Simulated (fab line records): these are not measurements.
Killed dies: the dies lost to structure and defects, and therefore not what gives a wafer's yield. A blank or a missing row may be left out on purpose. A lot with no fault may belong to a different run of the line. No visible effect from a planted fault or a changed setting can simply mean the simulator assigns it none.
Check for tools in common -- flow gf180mcu -- 11 lots and 33 wafers in the sample

REASON IT WAS OPENED
GF_PSD_TW_MEAS_11, reading PSD_TW: flagged on 2 of 11 lots. No-fault wafers: 3164, standard deviation 21.
Rule: flag the lot when none of its wafers has a number, or when each of its wafers that has one lies beyond 4 standard deviations from that mean. The rest of the lots are taken to be sound.

lot,measured,on,"PSD_TW, wafer by wafer",flag
L908,day 14 18:07,filmMetro-04,3191 3183 3175,
L911,day 15 17:32,filmMetro-03,3183 3190 3168,
L912,day 16 00:07,filmMetro-04,3209 3189 3183,
L915,day 17 08:37,filmMetro-04,3170 3181 3172,
L916,day 17 17:01,filmMetro-02,3147 3154 3134,
L918,day 18 08:29,filmMetro-02,3142 3139 3156,
L921,day 19 08:00,filmMetro-04,3215 3188 3189,
L922,day 19 17:05,filmMetro-03,2824 2812 2822,FLAGGED
L924,day 20 07:23,filmMetro-03,2808 2790 2787,FLAGGED
L926,day 21 04:47,filmMetro-02,3163 3150 3137,
L927,day 21 10:43,filmMetro-02,3149 3165 3149,
The numbers of the flagged lots are 2807 on average: -357 against the usual, or -17 standard deviations.

TOOL THAT RAN EACH LOT
Before the reading, the record contains 3 process steps out of a 602-step route. Read each cell as the tool, then ch plus the chambers that the sampled wafers visited, then the start.
lot,flag,GF_VT_IMPLANT_STRIP_42,GF_PSD_IMPLANT_09,GF_PSD_STRIP_10
L908,,"plasmaAsher-04 ch 0,1, day 7 20:30","implanter-02 ch 0, day 14 17:52","plasmaAsher-02 ch 0,1, day 14 18:01"
L911,,"plasmaAsher-04 ch 0,1, day 8 15:08","implanter-01 ch 0, day 15 17:17","plasmaAsher-02 ch 0,1, day 15 17:26"
L912,,"plasmaAsher-04 ch 0,1, day 8 21:33","implanter-01 ch 0, day 15 23:52","plasmaAsher-01 ch 0,1, day 16 00:01"
L915,,"plasmaAsher-03 ch 0,1, day 9 22:39","implanter-01 ch 0, day 17 08:22","plasmaAsher-01 ch 0,1, day 17 08:31"
L916,,"plasmaAsher-03 ch 0, day 10 03:30","implanter-01 ch 0, day 17 16:47","plasmaAsher-01 ch 0, day 17 16:55"
L918,,"plasmaAsher-01 ch 0,1, day 10 18:35","implanter-02 ch 0, day 18 08:16","plasmaAsher-04 ch 0,1, day 18 08:24"
L921,,"plasmaAsher-04 ch 0,1, day 11 12:42","implanter-04 ch 0, day 19 07:46","plasmaAsher-01 ch 0,1, day 19 07:53"
L922,FLAGGED,"plasmaAsher-01 ch 0,1, day 11 19:43","implanter-01 ch 0, day 19 16:50","plasmaAsher-04 ch 0,1, day 19 16:59"
L924,FLAGGED,"plasmaAsher-04 ch 0,1, day 12 10:05","implanter-01 ch 0, day 20 07:10","plasmaAsher-01 ch 0,1, day 20 07:18"
L926,,"plasmaAsher-03 ch 0,1, day 12 22:45","implanter-02 ch 0, day 21 04:32","plasmaAsher-04 ch 0,1, day 21 04:40"
L927,,"plasmaAsher-04 ch 0,1, day 13 07:50","implanter-04 ch 0, day 21 10:29","plasmaAsher-04 ch 0,1, day 21 10:37"
What is done by these steps:
- GF_VT_IMPLANT_STRIP_42: strips in O2/N2.
- GF_PSD_IMPLANT_09
- GF_PSD_STRIP_10: strips in O2/N2.
- GF_PSD_TW_MEAS_11

FLAGGED AGAINST TOTAL, ONE TOOL AT A TIME (gauges that did the reading follow at the end)
step,tool,lots run,flagged,share of the flagged lots,sound lots run after its first flagged lot
GF_VT_IMPLANT_STRIP_42,plasmaAsher-01,2,1,some,0
GF_VT_IMPLANT_STRIP_42,plasmaAsher-03,3,0,none,-
GF_VT_IMPLANT_STRIP_42,plasmaAsher-04,6,1,some,1 (L927)
GF_PSD_IMPLANT_09,implanter-01,6,2,all,0
GF_PSD_IMPLANT_09,implanter-02,3,0,none,-
GF_PSD_IMPLANT_09,implanter-04,2,0,none,-
GF_PSD_STRIP_10,plasmaAsher-01,5,1,some,0
GF_PSD_STRIP_10,plasmaAsher-02,2,0,none,-
GF_PSD_STRIP_10,plasmaAsher-04,4,1,some,"2 (L926,L927)"
GF_PSD_TW_MEAS_11,filmMetro-02,4,0,none,-
GF_PSD_TW_MEAS_11,filmMetro-03,3,2,all,0
GF_PSD_TW_MEAS_11,filmMetro-04,4,0,none,-

THE TABLE: WHAT IT ALLOWS
2 rows of the table ran every flagged lot: implanter-01 at GF_PSD_IMPLANT_09, filmMetro-03 at GF_PSD_TW_MEAS_11.
- implanter-01 at GF_PSD_IMPLANT_09 ran 6 lots, 2 of them flagged. Its last sound lot is L916 (day 17 16:47), its first flagged lot L922 (day 19 16:50): a fault that began between those two fits. Its own readings lie more than 4 standard deviations out on every wafer of the flagged lots: beamEnergyKeV.
- filmMetro-03 at GF_PSD_TW_MEAS_11 ran 3 lots, 2 of them flagged. Its last sound lot is L911 (day 15 17:32), its first flagged lot L922 (day 19 17:05): a fault that began between those two fits.
These 2 tools cannot be told apart by counting lots, since each of them fits a fault that started at some hour. More lots, or a look at what each step does to the wafer, might.

WHAT WAS PUT IN BY THE SIMULATOR
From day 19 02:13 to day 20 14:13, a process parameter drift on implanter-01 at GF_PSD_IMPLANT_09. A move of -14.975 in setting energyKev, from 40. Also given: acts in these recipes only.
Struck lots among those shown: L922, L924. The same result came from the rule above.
